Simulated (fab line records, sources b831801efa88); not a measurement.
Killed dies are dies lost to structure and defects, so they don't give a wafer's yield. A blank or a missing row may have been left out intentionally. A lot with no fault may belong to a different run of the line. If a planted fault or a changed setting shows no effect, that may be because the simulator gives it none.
Which of the tools did it? :: flow gf180mcu :: 15 lots, 45 wafers sampled, at 4 steps of a route of 602

WHAT EACH GAUGE READ, for each wafer
GF_V2_CD_MEAS_14: the cd target is 260 nm.
lot: L276
measured: day 20 01:41
on: cd sem-01
cd nm (nm): 260.8 260.6 260.6

lot: L277
measured: day 21 04:50
on: cd sem-01
cd nm (nm): 261.2 260.3 261.9

lot: L278
measured: day 21 04:07
on: cd sem-02
cd nm (nm): 259.4 259.1 259.3

lot: L279
measured: day 21 13:25
on: cd sem-02
cd nm (nm): 259.8 258.8 259.6

lot: L282
measured: day 22 08:45
on: cd sem-01
cd nm (nm): 262.1 260.9 261.5

lot: L283
measured: day 23 00:44
on: cd sem-02
cd nm (nm): 260.7 259.7 260.4

lot: L286
measured: day 23 21:14
on: cd sem-01
cd nm (nm): 260.4 259.5 260.8

lot: L291
measured: day 25 14:40
on: cd sem-01
cd nm (nm): 260.3 261.0 262.1

lot: L295
measured: day 27 01:59
on: cd sem-01
cd nm (nm): 262.4 261.8 261.1

lot: L296
measured: day 27 05:34
on: cd sem-01
cd nm (nm): 257.9 258.2 257.8

lot: L297
measured: day 27 07:25
on: cd sem-01
cd nm (nm): 259.9 260.0 260.9

lot: L298
measured: day 27 12:28
on: cd sem-02
cd nm (nm): 262.0 262.5 261.8

GF_V3_THK_MEAS_01.
lot: L276
measured: day 21 04:18
on: film metro-04
V3_CVD_00_THK (nm): 592 599 590

lot: L277
measured: day 22 07:25
on: film metro-01
V3_CVD_00_THK (nm): 605 603 596

lot: L278
measured: day 22 06:04
on: film metro-02
V3_CVD_00_THK (nm): 609 612 614

lot: L279
measured: day 22 15:16
on: film metro-02
V3_CVD_00_THK (nm): 605 607 618

lot: L282
measured: day 23 10:36
on: film metro-02
V3_CVD_00_THK (nm): 598 605 599

lot: L283
measured: day 24 01:46
on: film metro-02
V3_CVD_00_THK (nm): 594 599 600

lot: L286
measured: day 24 22:25
on: film metro-04
V3_CVD_00_THK (nm): 592 593 593

lot: L291
measured: day 26 14:44
on: film metro-04
V3_CVD_00_THK (nm): 593 584 598

lot: L295
measured: day 28 00:57
on: film metro-04
V3_CVD_00_THK (nm): 602 598 596

lot: L296
measured: day 28 04:19
on: film metro-04
V3_CVD_00_THK (nm): 615 609 603

lot: L297
measured: day 28 05:59
on: film metro-01
V3_CVD_00_THK (nm): 598 602 605

lot: L298
measured: day 28 10:30
on: film metro-04
V3_CVD_00_THK (nm): 596 603 596

EACH LOT AND THE TOOL THAT RAN IT (in order: tool; ch and the chambers of the sampled wafers; start)
lot: L276
GF_LVPWELL_STRIP_10: plasma asher-04 ch 0,1, day 3 19:10
GF_VT_IMPLANT_EXPOSE_04: iline stepper-01 ch 0, day 5 06:12

lot: L277
GF_LVPWELL_STRIP_10: plasma asher-02 ch 0,1, day 4 06:16
GF_VT_IMPLANT_EXPOSE_04: iline stepper-01 ch 0, day 5 18:16

lot: L278
GF_LVPWELL_STRIP_10: plasma asher-04 ch 0,1, day 4 09:00
GF_VT_IMPLANT_EXPOSE_04: iline stepper-01 ch 0, day 5 21:29

lot: L279
GF_LVPWELL_STRIP_10: plasma asher-02 ch 0,1, day 4 17:32
GF_VT_IMPLANT_EXPOSE_04: iline stepper-01 ch 0, day 6 05:28

lot: L282
GF_LVPWELL_STRIP_10: plasma asher-04 ch 0,1, day 5 08:21
GF_VT_IMPLANT_EXPOSE_04: iline stepper-02 ch 0, day 6 22:14

lot: L283
GF_LVPWELL_STRIP_10: plasma asher-02 ch 0,1, day 5 12:31
GF_VT_IMPLANT_EXPOSE_04: iline stepper-01 ch 0, day 7 02:49

lot: L286
GF_LVPWELL_STRIP_10: plasma asher-03 ch 0,1, day 6 04:43
GF_VT_IMPLANT_EXPOSE_04: iline stepper-02 ch 0, day 7 20:29

lot: L288
GF_LVPWELL_STRIP_10: plasma asher-03 ch 0,1, day 6 17:59
GF_VT_IMPLANT_EXPOSE_04: iline stepper-02, day 8 10:04

lot: L289
GF_LVPWELL_STRIP_10: plasma asher-03 ch 1, day 6 22:39
GF_VT_IMPLANT_EXPOSE_04: iline stepper-01, day 8 14:44

lot: L290
GF_LVPWELL_STRIP_10: plasma asher-02 ch 0,1, day 7 01:52
GF_VT_IMPLANT_EXPOSE_04: iline stepper-01, day 8 19:25

lot: L291
GF_LVPWELL_STRIP_10: plasma asher-04 ch 0,1, day 7 09:11
GF_VT_IMPLANT_EXPOSE_04: iline stepper-01 ch 0, day 9 02:07

lot: L295
GF_LVPWELL_STRIP_10: plasma asher-04 ch 0,1, day 8 10:35
GF_VT_IMPLANT_EXPOSE_04: iline stepper-01 ch 0, day 10 06:44

lot: L296
GF_LVPWELL_STRIP_10: plasma asher-04 ch 0,1, day 8 13:26
GF_VT_IMPLANT_EXPOSE_04: iline stepper-01 ch 0, day 10 09:07

lot: L297
GF_LVPWELL_STRIP_10: plasma asher-03 ch 0,1, day 8 19:53
GF_VT_IMPLANT_EXPOSE_04: iline stepper-01 ch 0, day 10 15:40

lot: L298
GF_LVPWELL_STRIP_10: plasma asher-02 ch 0,1, day 9 00:13
GF_VT_IMPLANT_EXPOSE_04: iline stepper-01 ch 0, day 10 19:31
- GF_LVPWELL_STRIP_10: strips in O2/N2.
- GF_VT_IMPLANT_EXPOSE_04: exposes mask LVPWELL LV AREA, target cd 600 nm.

WHAT THE TOOLS THEMSELVES READ (means of the sampled wafers that have a number; where no wafer has one, the mark that the record gives instead)
GF_LVPWELL_STRIP_10.
lot: L276
tool: plasma asher-04
drypump motor current A (A): 6.0
heater power w (W): 311
oes product au (a.u.): 0.723
strip time to endpoint s (s): 37.00

lot: L277
tool: plasma asher-02
drypump motor current A (A): 5.5
heater power w (W): 353
oes product au (a.u.): 0.722
strip time to endpoint s (s): 36.85

lot: L278
tool: plasma asher-04
drypump motor current A (A): 6.0
heater power w (W): 311
oes product au (a.u.): 0.721
strip time to endpoint s (s): 37.00

lot: L279
tool: plasma asher-02
drypump motor current A (A): 5.5
heater power w (W): 351
oes product au (a.u.): 0.718
strip time to endpoint s (s): 36.94

lot: L282
tool: plasma asher-04
drypump motor current A (A): 6.0
heater power w (W): 318
oes product au (a.u.): 0.717
strip time to endpoint s (s): 36.98

lot: L283
tool: plasma asher-02
drypump motor current A (A): 5.5
heater power w (W): 359
oes product au (a.u.): 0.724
strip time to endpoint s (s): 37.12

lot: L286
tool: plasma asher-03
drypump motor current A (A): 5.0
heater power w (W): 347
oes product au (a.u.): 0.723
strip time to endpoint s (s): 36.96

lot: L288
tool: plasma asher-03
drypump motor current A (A): 5.0
heater power w (W): 366
oes product au (a.u.): 0.723
strip time to endpoint s (s): 36.91

lot: L289
tool: plasma asher-03
drypump motor current A (A): 5.0
heater power w (W): 376
oes product au (a.u.): 0.725
strip time to endpoint s (s): 37.16

lot: L290
tool: plasma asher-02
drypump motor current A (A): 5.5
heater power w (W): 371
oes product au (a.u.): 0.722
strip time to endpoint s (s): 36.84

lot: L291
tool: plasma asher-04
drypump motor current A (A): 6.0
heater power w (W): 314
oes product au (a.u.): 0.718
strip time to endpoint s (s): 36.98

lot: L295
tool: plasma asher-04
drypump motor current A (A): 6.0
heater power w (W): 312
oes product au (a.u.): 0.720
strip time to endpoint s (s): 37.13

lot: L296
tool: plasma asher-04
drypump motor current A (A): 6.0
heater power w (W): 310
oes product au (a.u.): 0.719
strip time to endpoint s (s): 37.00

lot: L297
tool: plasma asher-03
drypump motor current A (A): 5.0
heater power w (W): 354
oes product au (a.u.): 0.724
strip time to endpoint s (s): 37.01

lot: L298
tool: plasma asher-02
drypump motor current A (A): 5.6
heater power w (W): 372
oes product au (a.u.): 0.723
strip time to endpoint s (s): 36.96

GF_VT_IMPLANT_EXPOSE_04.
lot: L276
tool: iline stepper-01
exposure dose mJ cm2: 140.04
focus offset nm (nm): -0.3

lot: L277
tool: iline stepper-01
exposure dose mJ cm2: 140.03
focus offset nm (nm): -0.7

lot: L278
tool: iline stepper-01
exposure dose mJ cm2: 140.08
focus offset nm (nm): 0.0

lot: L279
tool: iline stepper-01
exposure dose mJ cm2: 139.96
focus offset nm (nm): -0.4

lot: L282
tool: iline stepper-02
exposure dose mJ cm2: 140.15
focus offset nm (nm): 0.1

lot: L283
tool: iline stepper-01
exposure dose mJ cm2: 139.91
focus offset nm (nm): -0.3

lot: L286
tool: iline stepper-02
exposure dose mJ cm2: 140.05
focus offset nm (nm): 0.2

lot: L288
tool: iline stepper-02
exposure dose mJ cm2: -
focus offset nm (nm): -

lot: L289
tool: iline stepper-01
exposure dose mJ cm2: -
focus offset nm (nm): -

lot: L290
tool: iline stepper-01
exposure dose mJ cm2: -
focus offset nm (nm): -

lot: L291
tool: iline stepper-01
exposure dose mJ cm2: 139.97
focus offset nm (nm): 0.6

lot: L295
tool: iline stepper-01
exposure dose mJ cm2: 139.81
focus offset nm (nm): -0.2

lot: L296
tool: iline stepper-01
exposure dose mJ cm2: 140.15
focus offset nm (nm): -0.3

lot: L297
tool: iline stepper-01
exposure dose mJ cm2: 139.96
focus offset nm (nm): 0.6

lot: L298
tool: iline stepper-01
exposure dose mJ cm2: 139.98
focus offset nm (nm): -0.7

THE ANSWER, worked out from the rows above alone
Rule: usual is defined by the lots themselves. Put in order of their means at a reading, lots are off if they are a third of the lots or fewer, leave a main group of 4 or more, and stand apart from it by a gap of 3 or more times the standard deviation of the main group's means; of several such gaps the widest counts. Not used: any main group whose means are identical at the precision the tables above print for the reading. A lot without any number at a reading at which 4 lots or more have one is off too. All remaining lots with rows at the step are treated as sound. After the gauges, taken in route order, come the tools' own readings; for these a lot's mean is taken, as printed above. The first step at which some lot is off is used, and at that step the reading that is off furthest; a lot without a number counts as furthest.
Off, at GF_VT_IMPLANT_EXPOSE_04 on exposure dose mJ cm2: L288, L289, L290. Without a number there: L288, L289, L290. The main group has a mean of 140.01 with a standard deviation of 0.093.
If a tool, at that step or one of the process steps before it, ran each lot that is off and ran no sound lot following the first of them, it fits. Of those tried, none fits.

WHAT THE SIMULATOR HAD INSERTED
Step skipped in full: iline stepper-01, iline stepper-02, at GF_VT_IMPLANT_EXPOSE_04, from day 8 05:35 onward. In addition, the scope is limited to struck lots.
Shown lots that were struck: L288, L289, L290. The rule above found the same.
